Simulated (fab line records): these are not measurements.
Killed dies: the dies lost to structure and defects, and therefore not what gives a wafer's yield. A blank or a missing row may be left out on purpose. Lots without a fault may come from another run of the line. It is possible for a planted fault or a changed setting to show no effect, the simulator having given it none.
Which tool was responsible? || flow gf180mcu || 6 lots, 18 wafers sampled, at 3 steps of a route of 602

== WHAT THE GAUGES SHOWED, per wafer ==
GF_V2_THK_MEAS_03.
{"lot": "L651", "measured": "day 19 14:12", "on": "film metro-02", "V2_CVD_02_THK (nm)": "841 851 864"}
{"lot": "L655", "measured": "day 21 16:29", "on": "film metro-02", "V2_CVD_02_THK (nm)": "830 834 848"}
{"lot": "L657", "measured": "day 23 00:04", "on": "film metro-01", "V2_CVD_02_THK (nm)": "841 848 848"}
{"lot": "L665", "measured": "day 25 03:02", "on": "film metro-02", "V2_CVD_02_THK (nm)": "846 836 858"}
{"lot": "L669", "measured": "day 25 17:24", "on": "film metro-01", "V2_CVD_02_THK (nm)": "841 855 861"}
{"lot": "L671", "measured": "day 26 03:20", "on": "film metro-03", "V2_CVD_02_THK (nm)": "844 857 870"}

== WHAT TOOL EACH LOT RAN ON (gives the tool, then ch and the chambers of the sampled wafers, and finally the start) ==
{"lot": "L651", "GF_V1_ETCH_16": "rie diel-02 ch 0,1,3, day 18 11:35", "GF_M2_SPUTTER_03": "pvd sputter-03, day 18 13:06"}
{"lot": "L655", "GF_V1_ETCH_16": "rie diel-03 ch 0,1,3, day 20 14:02", "GF_M2_SPUTTER_03": "pvd sputter-03, day 20 15:54"}
{"lot": "L657", "GF_V1_ETCH_16": "rie diel-03 ch 0,1,3, day 21 21:37", "GF_M2_SPUTTER_03": "pvd sputter-04, day 21 23:59"}
{"lot": "L665", "GF_V1_ETCH_16": "rie diel-02 ch 2,3, day 24 03:04", "GF_M2_SPUTTER_03": "pvd sputter-02, day 24 04:35"}
{"lot": "L669", "GF_V1_ETCH_16": "rie diel-02 ch 0,1,3, day 24 17:12", "GF_M2_SPUTTER_03": "pvd sputter-04, day 24 18:43"}
{"lot": "L671", "GF_V1_ETCH_16": "rie diel-02 ch 0,1, day 25 03:52", "GF_M2_SPUTTER_03": "pvd sputter-04, day 25 05:23"}
- GF_V1_ETCH_16: etches BARC in N2/H2.
- GF_M2_SPUTTER_03: material Ti, target thk 10 nm, time 6.7 s.

== THE ANSWER, worked out from the rows above alone ==
Rule: the usual values come from the lots themselves. Put in order of their means at a reading, lots are off if they are a third of the lots or fewer, leave a main group of 4 or more, and stand apart from it by a gap of 3 or more times the standard deviation of the main group's means; of several such gaps the widest counts. A main group is skipped when, at the precision printed for the reading in the tables above, its means are all equal. Also off: a lot with no number at a reading for which 4 or more lots have one. The other lots that the step has rows for count as sound.
Nothing can be told from this: no lot is off at any reading shown.

== WHAT WAS PUT IN BY THE SIMULATOR ==
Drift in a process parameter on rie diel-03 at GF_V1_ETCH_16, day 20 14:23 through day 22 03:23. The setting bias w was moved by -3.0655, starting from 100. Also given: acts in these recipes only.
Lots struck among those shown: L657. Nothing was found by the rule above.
